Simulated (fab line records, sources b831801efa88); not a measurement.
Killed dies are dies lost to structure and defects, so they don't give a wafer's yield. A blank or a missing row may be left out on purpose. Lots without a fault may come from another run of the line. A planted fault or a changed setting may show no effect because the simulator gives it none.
A struck lot beside a sound one | flow sfq_line | 14 steps out of a route of 325
Sound: wafers L791.1, L791.3, L791.5. Struck: wafers L797.2, L797.3. (L797.6 of the same lot was not struck and is left out.) The cause comes at the end.
At each step with rows: each side's tool, then ch and its chambers, then its first start. Under that, the readings that differ: sound wafers | struck wafers | difference of the means | sigmas: that difference in standard deviations of wafers without a fault.
alike: readings whose means differ by less than 2 such deviations, and words and numbers that are the same on both sides. not compared: withheld readings, readings that some wafer has no value for, bounds like >300 that may hide the same value, and numbers for which the record gives no deviation and whose values overlap.
The two part at a step that has a row with sigmas, a row that says differs or no value, or rows on one side only. Numbers that don't overlap but have no deviation are shown without sigmas and don't part them. A reading that every wafer of one side lacks parts them only if that side has two wafers or more.

first, 6 steps without rows for these wafers: SFQ_TRILAYER_M4_LITHO_COAT_098 (resist thk 62 nm); SFQ_TRILAYER_M4_LITHO_COAT_093 (resist thk 600 nm); SFQ_TRILAYER_M4_LITHO_SOFTBAKE_097; SFQ_TRILAYER_M4_LITHO_EXPOSE_094 (exposes mask M4, target cd 500 nm); SFQ_TRILAYER_M4_LITHO_PEB_096 (peb time 60 s); SFQ_TRILAYER_M4_LITHO_DEVELOP_095 (time 60 s).
SFQ_M4_OVL_MEAS_926:
  sound on overlay-02, day 46 05:53; struck on overlay-02, day 47 00:40
  alike: M4_OVL
SFQ_TRILAYER_M4_BARC_OPEN_METAL_ETCH_123: etches BARC in O2, target depth 125 nm, time 41.7 s.
  sound on rie_metal-02 ch 0, day 46 05:55; struck on rie_metal-03 ch 0,1, day 47 00:41
  alike: drypump_motor_current_A, oes_product_au
  not compared: rf_hours_counter_h
SFQ_TRILAYER_M4_ETCH_METAL_ETCH_096: etches Nb in Cl2/Ar, stops on SiO2, target depth 240 nm, time 120 s.
  sound on rie_metal-02 ch 0, day 46 05:58; struck on rie_metal-03 ch 0,1, day 47 00:45
  alike: drypump_motor_current_A, oes_product_au
  not compared: rf_hours_counter_h
SFQ_TRILAYER_M4_STRIP_STRIP_097: strips in O2.
  sound on rie_metal-02 ch 0, day 46 06:06; struck on rie_metal-03 ch 0,1, day 47 00:53
  alike: drypump_motor_current_A, oes_product_au
  not compared: rf_hours_counter_h
then, 1 step without rows for these wafers: SFQ_TRILAYER_M4_STRIP_SOLV_CLEAN_098 (cleans in NMP, time 600 s).
SFQ_TRILAYER_I4_DEP_PECVD_099: deposits SiO2 from SiH4/N2O, time 111.11 s, target thk 500 nm.
  sound on pecvd-04 ch 1,2, day 46 07:03; struck on pecvd-01 ch 1,2, day 47 01:39
  alike: heater_power_w, throttle_valve_pct
SFQ_TRILAYER_I4_CMP_CMP_100: polishes SiO2.
  sound on cmp-02 ch 0,3, day 47 00:44; struck on cmp-02 ch 0,2, day 48 06:44
  reading                | sound       | struck  | difference | sigmas
  time_to_endpoint_s (s) | 210 214 223 | 118 115 | -99        | -12
  alike: motor_current_A
SFQ_I4_BOW_MEAS_927:
  sound on film_metro-02, day 47 03:44; struck on film_metro-01, day 48 09:45
  alike: I4_BOW

WHERE THEY PART
Only at SFQ_TRILAYER_I4_CMP_CMP_100, within this record. Later steps at which nothing parts them and some readings are alike: SFQ_I4_BOW_MEAS_927.

WHY: what the simulator had put in
Process parameter drift: cmp-02, from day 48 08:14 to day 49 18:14, at SFQ_TRILAYER_I4_CMP_CMP_100. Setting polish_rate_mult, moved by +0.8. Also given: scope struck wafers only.
